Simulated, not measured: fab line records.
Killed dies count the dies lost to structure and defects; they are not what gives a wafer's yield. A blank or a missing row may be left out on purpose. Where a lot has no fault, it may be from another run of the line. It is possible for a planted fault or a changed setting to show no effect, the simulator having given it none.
A struck lot beside a sound one || flow sky130 || 19 out of 708 route steps
Sound: wafers L227.3, L227.5, L227.6. Wafers struck: L230.1, L230.2, L230.5. Last of all comes the cause.
Order at every step that has rows: each side's tool, ch and its chambers, its first start. Under that, the readings that differ: sound wafers || struck wafers || difference of the means || sigmas: that difference in standard deviations of wafers without a fault.
alike: readings with means less than 2 such deviations apart, plus words and numbers identical on both sides. not compared: withheld readings, readings lacking a value on some wafer, bounds such as >300 that could conceal the same value, and numbers that have no deviation in the record and whose values overlap.
The two part at a step that has a row with sigmas, a row that says differs or no value, or rows on one side only. Non-overlapping numbers with no deviation appear without sigmas and do not part them. A reading missing from all wafers of one side parts the sides only when that side holds two or more wafers.

SKY_SONOS_TUNNEL_TW_MEAS_12:
  sound: filmMetro-03 at day 15 21:50; struck: filmMetro-02 at day 17 00:44
  alike: SONOS_TUNNEL_TW
then, 2 steps without rows for these wafers: SKY_SONOS_TUNNEL_CLEAN_13 (cleans in dHF, time 20 s); SKY_SONOS_ONO_OXIDATION_00 (stabilise 600 s, purge 300 s, target thk 2.6 nm).
SKY_SONOS_ONO_THK_MEAS_01:
  sound: filmMetro-01 at day 15 23:44; struck: filmMetro-04 at day 17 02:10
  alike: SONOS_ONO_OXIDATION_THK
then, 1 step without rows for these wafers: SKY_SONOS_ONO_CVD_02 (deposits Si3N4 from DCS/NH3, target thk 10.5 nm, time 180 s).
SKY_SONOS_ONO_THK_MEAS_03:
  sound: filmMetro-04 at day 16 04:57; struck: filmMetro-01 at day 17 04:23
  alike: SONOS_ONO_CVD_02_THK
then, 1 step without rows for these wafers: SKY_SONOS_ONO_CVD_04 (deposits SiO2 from SiH4/N2O, target thk 5.7199 nm).
SKY_SONOS_ONO_THK_MEAS_05:
  sound: filmMetro-01 at day 16 06:16; struck: filmMetro-01 at day 17 05:42
  alike: SONOS_ONO_CVD_04_THK
then, 4 steps without rows for these wafers: SKY_SONOS_ONO_DEHYDRATE_06 (time 60 s); SKY_SONOS_ONO_HMDS_07 (prime time 60 s); SKY_SONOS_ONO_COAT_08 (resist thk 1140 nm); SKY_SONOS_ONO_SOFTBAKE_09 (time 60 s).
SKY_SONOS_ONO_EXPOSE_10: exposes mask ONOM, target cd 410 nm.
  sound on ilineStepper-02 ch 0, day 16 20:41; struck on ilineStepper-02 ch 0, day 17 19:56
{"reading": "model.SONOS_ONO.overlayXNm (nm)", "sound": "0.6387 0.6387 0.6387", "struck": "43.86 43.86 43.86", "difference": "+43.22", "sigmas": ""}
  alike: mask, reticleTempC
then, 2 steps without rows for these wafers: SKY_SONOS_ONO_PEB_11; SKY_SONOS_ONO_DEVELOP_12 (develop time 60 s).
SKY_SONOS_ONO_CD_MEAS_13 targets a cd of 410 nm.
  sound: cdSem-01 at day 17 10:26; struck: cdSem-01 at day 18 10:32
  alike: cdNm
SKY_SONOS_ONO_OVL_MEAS_14:
  sound: overlay-02 at day 17 10:31; struck: overlay-01 at day 18 10:40
{"reading": "SONOS_ONO_OVL (nm)", "sound": "0.2 -0.7 0.7", "struck": "43.3 43.8 41.9", "difference": "+42.9", "sigmas": "+36"}
SKY_SONOS_ONO_ETCH_15: etches the open film in CHF3/O2, target depth 19.52 nm, time 7.8 s.
  sound on rieDiel-01 ch 0,1,3, day 17 10:33; struck on rieDiel-04 ch 1,2, day 18 10:42
  alike: drypumpMotorCurrentA, oesProductAu, throttleValvePct
  not compared: rfHoursCounterH
SKY_PAD_OPEN_PROBE_99:
  sound wafers here have rows in the record (prober-01, day 49 05:36); struck ones have none

## WHERE THEY PART
Last at SKY_PAD_OPEN_PROBE_99 as far as this record goes, first at SKY_SONOS_ONO_OVL_MEAS_14.

WHY: what had been put in by the simulator
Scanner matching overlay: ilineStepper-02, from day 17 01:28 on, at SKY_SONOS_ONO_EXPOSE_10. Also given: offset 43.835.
